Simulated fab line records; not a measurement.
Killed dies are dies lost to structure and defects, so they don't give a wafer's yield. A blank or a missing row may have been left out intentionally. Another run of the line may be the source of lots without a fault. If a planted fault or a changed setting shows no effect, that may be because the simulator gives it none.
fab line records -- flow gf180mcu -- part 2 of 2: steps 26 to 35 of 35
record: lots: 5, wafers: 15, lastDay: 34
route steps=602 shown M1@328 V1@335 M2@362
lots that met no fault: from a run of the same line without faults
startH: the number of hours between the record's first day and the start of the first shown wafer of the lot -- waitH: hours from the lot's prior step to this one -- " the same as in the row above -- L1.1+2: several wafers, shown together as one row -- - value missing, or start not given -- * or withheld: withheld -- < > ~ a bound
route shown NAME@n: NAME is a module with steps in the file, n the number in the route of the first one -- usual: mean/standard deviation taken from wafers without a fault -- same: alike in all rows -- chamber/n: place in a boat -- sites: per-site readings -- _std_site: the values' standard deviation -- _edge_site: inner sites' mean taken away from outer sites' mean -- radiusMm: for every site, how far away it sits from the centre of the wafer -- mask NAME#n: copy n -- behind: tool/chamber where the wafer was last shaped -- hold: cause of the lot's hold/its duration in hours/its outcome -- device: names the non-switching transistor (n, p or np) -- end of line: tests of these same wafers at the route's end -- a step without rows: its recipe alone -- killed: dies lost to structure and defects at the first sort, not the wafer's yield -- map: a wafer's dies, marking killed ones x, the rest . and places with no die _
set.NAME: the setting as run; set.NAME@STEP: as run at that earlier step -- model.NAME: the simulator's own value behind a step, which no gauge read
lots at selected steps of the route; one table per step, one row per wafer
services: from which hour (startH, from the record's first day; less than 0 if before it) a tool's chamber was out of use, for how many hours, and why
== steps ==
step: GF_V1_STRIP_18
recipe: chemistry: O2/N2, powerW: 1400, pressureMtorr: 1500, platenTempC: 250, o2FlowSccm: 3000, n2FlowSccm: 300, overashFraction: 0.5
usual: drypumpMotorCurrentA: 5.5/0.57, heaterPowerW: 363/38, oesProductAu: 0.592/0.005
lot.wafer,tool,chamber,startH,waitH,drypumpMotorCurrentA,heaterPowerW,oesProductAu,rfHoursCounterH
L074.1,plasmaAsher-02,0,413.80,-,6.1,389,0.589,30
L074.4,plasmaAsher-02,1,413.80,-,5.1,350,0.594,-
L074.5,plasmaAsher-02,0,413.80,-,6.1,394,0.593,-
L077.1,plasmaAsher-04,0,437.70,-,4.9,380,0.588,79
L077.2,plasmaAsher-04,1,437.70,-,6.2,432,0.588,79
L077.5,plasmaAsher-04,1,437.70,-,6.1,427,0.589,-
L089.2,plasmaAsher-03,1,552.50,-,4.7,307,0.585,79
L089.3,plasmaAsher-03,1,552.50,-,4.7,301,0.596,-
L089.4,plasmaAsher-03,0,552.50,-,5.9,337,0.597,-
L092.1,plasmaAsher-03,0,574.90,-,5.9,339,0.598,80
L092.2,plasmaAsher-03,1,574.90,-,4.7,297,0.596,80
L092.5,plasmaAsher-03,1,574.90,-,4.7,310,0.592,-
L095.1,plasmaAsher-04,1,593.58,-,6.2,439,0.593,95
L095.3,plasmaAsher-04,1,593.58,-,6.2,426,0.590,-
L095.4,plasmaAsher-04,0,593.58,-,4.9,375,0.595,-
step: GF_V1_STRIP_19
recipe: chemistry: postEtchResidueRemover, timeS: 1200, tempC: 72.5
lot.wafer,tool,chamber,startH,waitH
L074.1+4+5,wetBench-02,2,413.90,0.1
L077.1+2+5,wetBench-04,1,437.80,0.1
L089.2+3+4,wetBench-04,3,552.60,0.1
L092.1+2+5,wetBench-04,3,575.00,0.1
L095.1+3+4,wetBench-02,2,593.68,0.1
step: GF_V1_CLEAN_20
recipe: chemistry: DIW, dry: n2Spin
lot.wafer,tool,chamber,startH,waitH
L074.1+4+5,wetBench-04,1,414.25,0.0
L077.1+2+5,wetBench-01,1,438.15,0.0
L089.2+3+4,wetBench-01,0,552.94,0.0
L092.1+2+5,wetBench-01,0,575.34,0.0
L095.1+3+4,wetBench-02,1,594.05,0.0
step: GF_V1_SPUTTER_21
recipe: material: Ti, targetThkNm: 15, chamberPressurePa: 5, powerW: 2500, substrateTempC: 200, timeS: 80.02
usual: throttleValvePct: 30.3/0.85
lot.wafer,tool,chamber,startH,waitH,throttleValvePct
L074.1,pvdSputter-02,-,414.43,0.0,30.6
L074.4,pvdSputter-02,-,414.43,0.0,29.9
L074.5,pvdSputter-02,-,414.43,0.0,30.6
L077.1,pvdSputter-03,-,438.25,0.0,31.1
L077.2,pvdSputter-03,-,438.25,0.0,31.6
L077.5,pvdSputter-03,-,438.25,0.0,29.1
L089.2,pvdSputter-04,-,553.04,0.0,30.7
L089.3,pvdSputter-04,-,553.04,0.0,30.8
L089.4,pvdSputter-04,-,553.04,0.0,30.9
L092.1,pvdSputter-04,-,575.44,0.0,30.5
L092.2,pvdSputter-04,-,575.44,0.0,31.1
L092.5,pvdSputter-04,-,575.44,0.0,30.9
L095.1,pvdSputter-03,-,594.15,0.0,29.1
L095.3,pvdSputter-03,-,594.15,0.0,31.8
L095.4,pvdSputter-03,-,594.15,0.0,29.1
step: GF_V1_SPUTTER_22
recipe: material: TiN, targetThkNm: 10, chamberPressurePa: 5, powerW: 4000, timeS: 40
usual: throttleValvePct: 30.3/0.84
lot.wafer,tool,chamber,startH,waitH,throttleValvePct
L074.1,pvdSputter-02,-,414.49,0.0,30.6
L074.4,pvdSputter-02,-,414.49,0.0,29.7
L074.5,pvdSputter-02,-,414.49,0.0,30.4
L077.1,pvdSputter-03,-,438.31,0.0,30.7
L077.2,pvdSputter-03,-,438.31,0.0,31.2
L077.5,pvdSputter-03,-,438.31,0.0,29.4
L089.2,pvdSputter-04,-,553.10,0.0,30.5
L089.3,pvdSputter-04,-,553.10,0.0,30.8
L089.4,pvdSputter-04,-,553.10,0.0,30.8
L092.1,pvdSputter-04,-,575.50,0.0,31.0
L092.2,pvdSputter-04,-,575.50,0.0,31.3
L092.5,pvdSputter-04,-,575.50,0.0,30.8
L095.1,pvdSputter-03,-,594.21,0.0,29.2
L095.3,pvdSputter-03,-,594.21,0.0,31.3
L095.4,pvdSputter-03,-,594.21,0.0,29.4
step: GF_V1_CVD_23
recipe: material: W, targetThkNm: 350, timeS: 105.05, tempC: 400, pressureTorr: 40
usual: heaterPowerW: 879/49
lot.wafer,tool,chamber,startH,waitH,heaterPowerW
L074.1,cvdW-01,1,414.53,0.0,935
L074.4,cvdW-01,0,414.53,0.0,905
L074.5,cvdW-01,1,414.53,0.0,905
L077.1,cvdW-02,0,438.35,0.0,809
L077.2,cvdW-02,1,438.35,0.0,882
L077.5,cvdW-02,0,438.35,0.0,802
L089.2,cvdW-02,1,553.14,0.0,876
L089.3,cvdW-02,1,553.14,0.0,891
L089.4,cvdW-02,0,553.14,0.0,819
L092.1,cvdW-01,1,575.54,0.0,913
L092.2,cvdW-01,0,575.54,0.0,917
L092.5,cvdW-01,1,575.54,0.0,909
L095.1,cvdW-02,1,594.25,0.0,891
L095.3,cvdW-02,0,594.25,0.0,811
L095.4,cvdW-02,1,594.25,0.0,866
step: GF_V1_RS_MEAS_24
recipe: thkMeasGauge: four-point-probe, reads: W_of_V1_CVD_23+TiN_of_V1_SPUTTER_22+Ti_of_V1_SPUTTER_21
usual: V1_W_RS: 0.324/0.0068
lot.wafer,tool,chamber,startH,waitH,V1_W_RS[ohm/sq]
L074.1,filmMetro-02,-,414.64,0.1,0.317
L074.4,filmMetro-02,-,414.64,0.1,0.334
L074.5,filmMetro-02,-,414.64,0.1,0.321
L077.1,filmMetro-02,-,438.46,0.1,0.329
L077.2,filmMetro-02,-,438.46,0.1,0.314
L077.5,filmMetro-02,-,438.46,0.1,0.330
L089.2,filmMetro-03,-,553.27,0.1,0.319
L089.3,filmMetro-03,-,553.27,0.1,0.317
L089.4,filmMetro-03,-,553.27,0.1,0.331
L092.1,filmMetro-03,-,575.65,0.1,0.321
L092.2,filmMetro-03,-,575.65,0.1,0.331
L092.5,filmMetro-03,-,575.65,0.1,0.323
L095.1,filmMetro-03,-,594.36,0.1,0.312
L095.3,filmMetro-03,-,594.36,0.1,0.324
L095.4,filmMetro-03,-,594.36,0.1,0.313
step: GF_V1_THK_MEAS_25
recipe: thkMeasGauge: xrf, reads: W_of_V1_CVD_23
usual: V1_W_THK: 361/8.1
lot.wafer,tool,chamber,startH,waitH,V1_W_THK[nm]
L074.1,filmMetro-02,-,414.76,0.1,367
L074.4,filmMetro-02,-,414.76,0.1,349
L074.5,filmMetro-02,-,414.76,0.1,364
L077.1,filmMetro-02,-,438.58,0.1,354
L077.2,filmMetro-02,-,438.58,0.1,372
L077.5,filmMetro-02,-,438.58,0.1,353
L089.2,filmMetro-03,-,553.38,0.1,369
L089.3,filmMetro-03,-,553.38,0.1,372
L089.4,filmMetro-03,-,553.38,0.1,353
L092.1,filmMetro-03,-,575.77,0.1,366
L092.2,filmMetro-03,-,575.77,0.1,355
L092.5,filmMetro-03,-,575.77,0.1,365
L095.1,filmMetro-03,-,594.48,0.1,379
L095.3,filmMetro-03,-,594.48,0.1,364
L095.4,filmMetro-03,-,594.48,0.1,379
step: GF_V1_CMP_26
recipe: stopOn: SiO2, downForcePsi: 3.5, platenRpm: 60, tOverpolishS: 15, targetThkNm: 0, padVelocityMS: 0.94248
usual: motorCurrentA: 11.0/1.3, overpolishRunS: 14.999/0.0093, timeToEndpointS: 87/3.8
same: tOverpolishS: 15
lot.wafer,tool,chamber,startH,waitH,motorCurrentA,overpolishRunS,timeToEndpointS
L074.1,cmp-01,1,414.82,0.1,11.5,14.988,88
L074.4,cmp-01,2,414.82,0.1,10.5,14.989,81
L074.5,cmp-01,1,414.82,0.1,11.6,15.002,88
L077.1,cmp-02,2,438.69,0.1,9.8,15.020,90
L077.2,cmp-02,0,438.69,0.1,13.0,15.005,88
L077.5,cmp-02,1,438.69,0.1,8.9,15.002,88
L089.3,cmp-01,1,553.48,0.1,12.4,14.994,85
L089.4,cmp-01,2,553.48,0.1,10.7,15.018,81
L089.2,cmp-01,3,553.48,0.1,12.6,15.010,86
L092.2,cmp-02,1,575.83,0.0,9.5,15.009,89
L092.1,cmp-02,3,575.83,0.0,11.8,15.001,88
L092.5,cmp-02,2,575.83,0.0,10.0,14.995,88
L095.3,cmp-02,2,594.59,0.1,9.9,14.990,88
L095.4,cmp-02,3,594.59,0.1,11.7,15.011,88
L095.1,cmp-02,0,594.59,0.1,13.0,15.002,90
step: GF_M2_SPUTTER_00
recipe: material: Ti, targetThkNm: 37.5, arrivingIonEnergyEv: 80, substrateTempC: 200, chamberPressurePa: 2, powerW: 4000, timeS: 150
usual: throttleValvePct: 30.8/0.96
lot.wafer,tool,chamber,startH,waitH,throttleValvePct
L074.1,pvdSputter-03,-,415.12,0.2,29.0
L074.4,pvdSputter-03,-,415.12,0.2,29.4
L074.5,pvdSputter-03,-,415.12,0.2,31.3
L077.1,pvdSputter-04,-,438.94,0.2,30.7
L077.2,pvdSputter-04,-,438.94,0.2,31.0
L077.5,pvdSputter-04,-,438.94,0.2,30.7
L089.2,pvdSputter-01,-,553.73,0.1,32.5
L089.3,pvdSputter-01,-,553.73,0.1,30.5
L089.4,pvdSputter-01,-,553.73,0.1,30.7
L092.1,pvdSputter-03,-,576.13,0.1,29.1
L092.2,pvdSputter-03,-,576.13,0.1,30.9
L092.5,pvdSputter-03,-,576.13,0.1,30.7
L095.1,pvdSputter-01,-,594.84,0.1,30.6
L095.3,pvdSputter-01,-,594.84,0.1,30.7
L095.4,pvdSputter-01,-,594.84,0.1,30.5
== services ==
tool,chamber,startH,hours,kind
pecvd-02,-,368.90,14.0,pm
krfScanner-01,-,371.72,1.0,pm
cmp-01,-,372.44,1.4,repair
cvdW-02,1,384.19,2.2,repair
cvdW-02,-,390.00,14.0,pm
cmp-02,-,392.62,4.3,repair
rieDiel-03,0,394.53,15.8,repair
cmp-02,-,404.00,4.0,pm
krfScanner-01,-,411.11,1.3,pm
plasmaAsher-02,-,418.35,4.0,pm
pvdSputter-03,-,424.45,2.2,repair
krfScanner-01,-,427.03,72.0,pm
plasmaAsher-03,-,439.63,3.0,repair
wetBench-03,-,442.52,0.9,repair
cmp-01,-,457.91,0.2,repair
cmp-02,-,463.98,0.7,repair
rieDiel-03,3,493.27,3.3,repair
pvdSputter-03,-,546.01,3.2,repair
plasmaAsher-03,-,556.71,14.6,pm
cmp-02,-,557.04,1.0,repair
rieDiel-01,2,563.97,94.4,repair
pvdSputter-03,-,574.42,1.6,repair
wetBench-03,-,585.66,1.5,repair
pvdSputter-03,-,594.66,24.6,repair
